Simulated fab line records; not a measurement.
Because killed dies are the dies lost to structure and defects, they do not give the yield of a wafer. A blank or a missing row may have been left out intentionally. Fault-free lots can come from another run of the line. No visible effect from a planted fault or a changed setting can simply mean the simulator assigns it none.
2 desks, one fault -- flow gf180mcu -- each desk has only its own numbers; what lay behind them comes last

== FOR THE TOOL OWNER'S DESK: furnace-01 ==
The tool's own readings at GF_DUAL_GATE_OXIDATION_15 (stabilise 600 s, purge 300 s, target thk 7.098 nm): means of the sampled wafers that have a number, for each lot that ran on this tool. Marked OUT: a lot whose mean sits more than 4 standard deviations from the usual mean, which makes it out of limits; the brackets give that distance. It has 9 readings, of which 7 appear: the earliest out of limits, and the ones furthest out on some lot.
Columns: A = spikeTcCentreC at GF_DUAL_GATE_OXIDATION_15, usual 850.4 C; B = spikeTcLowerC at GF_DUAL_GATE_OXIDATION_15, usual 850.5 C; C = spikeTcUpperC at GF_DUAL_GATE_OXIDATION_15, usual 850.1 C; D = zonePowerCentrePct at GF_DUAL_GATE_OXIDATION_15, usual 17.42 %; E = zonePowerLowerPct at GF_DUAL_GATE_OXIDATION_15, usual 17.5 %; F = zonePowerTopPct at GF_DUAL_GATE_OXIDATION_15, usual 29.7 %; G = zonePowerUpperPct at GF_DUAL_GATE_OXIDATION_15, usual 19.14 %
lot,first seen here,A,B,C,D,E,F,G
L316,day 8 18:25,850.9,852.5,850.0,17.26,17.3,29.6,19.33
L318,day 9 12:35,850.4,850.9,850.4,17.24,17.3,29.7,19.15
L325,day 11 13:20,828.1 (-19) OUT,854.0,852.7,9.64 (-35) OUT,21.1 (+7.8) OUT,29.4,23.93 (+19) OUT
L326,day 11 16:57,826.4 (-20) OUT,853.5,852.4,9.57 (-36) OUT,21.1 (+7.9) OUT,29.0,23.49 (+17) OUT
L327,day 12 00:35,827.6 (-19) OUT,853.1,853.0,9.56 (-36) OUT,21.4 (+8.4) OUT,29.0,23.94 (+19) OUT
Finding of this desk: L325, L326, L327 out of limits; the first was L325 at day 11 13:20, on spikeTcCentreC at GF_DUAL_GATE_OXIDATION_15. L316, L318: within limits.

== METROLOGY DESK ==
Lot by lot, what the gauges showed, no matter which tool ran the lot: averages of those sampled wafers that carry a number. Marked OUT: a lot whose mean sits more than 4 standard deviations from the usual mean, which makes it out of limits; the brackets give that distance.
Columns: A = DUAL_GATE_OXIDATION_00_THK at GF_DUAL_GATE_THK_MEAS_03, usual 10.84 nm; B = DUAL_GATE_OVL at GF_DUAL_GATE_OVL_MEAS_11, usual 0.1 nm; C = POLY_GATE_CVD_00_THK at GF_POLY_GATE_THK_MEAS_01, usual 199.6 nm; D = cdNm at GF_POLY_GATE_CD_MEAS_10, usual 280.1 nm; E = POLY_GATE_OVL at GF_POLY_GATE_OVL_MEAS_11, usual 1 nm
lot,first seen here,A,B,C,D,E
L316,day 8 01:17,10.77,0.6,201.1,281.0,-1
L318,day 8 18:25,10.80,-0.6,197.3,279.6,3
L325,day 10 18:14,10.59,-0.8,200.7,279.2,-1
L326,day 10 21:58,10.95,-0.8,199.0,279.9,3
L327,day 11 05:11,10.76,-0.8,198.6,282.1,-6
L335,day 13 15:32,10.88,2.0,200.6,279.6,6
L337,day 14 06:55,11.02,1.1,202.5,279.2,1
Result from this desk: across the 7 lots, nothing is out of limits.

== PUT TOGETHER ==
The tool owner's desk could have raised an alarm at day 11 13:20, on L325, L326, L327.
Nothing out of limits was seen by the metrology desk.
The metrology desk has L325, L326, L327 on record, within its limits.
On furnace-01, each named lot ran GF_DUAL_GATE_OXIDATION_15.

== WHAT THE SIMULATOR PUT IN ==
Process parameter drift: furnace-01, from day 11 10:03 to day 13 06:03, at GF_DUAL_GATE_OXIDATION_15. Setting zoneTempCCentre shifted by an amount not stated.
Struck lots among those shown: L325, L326, L327.
Time in hours from fault onset to the first out-of-limits reading at each desk: the tool owner's desk, 3.
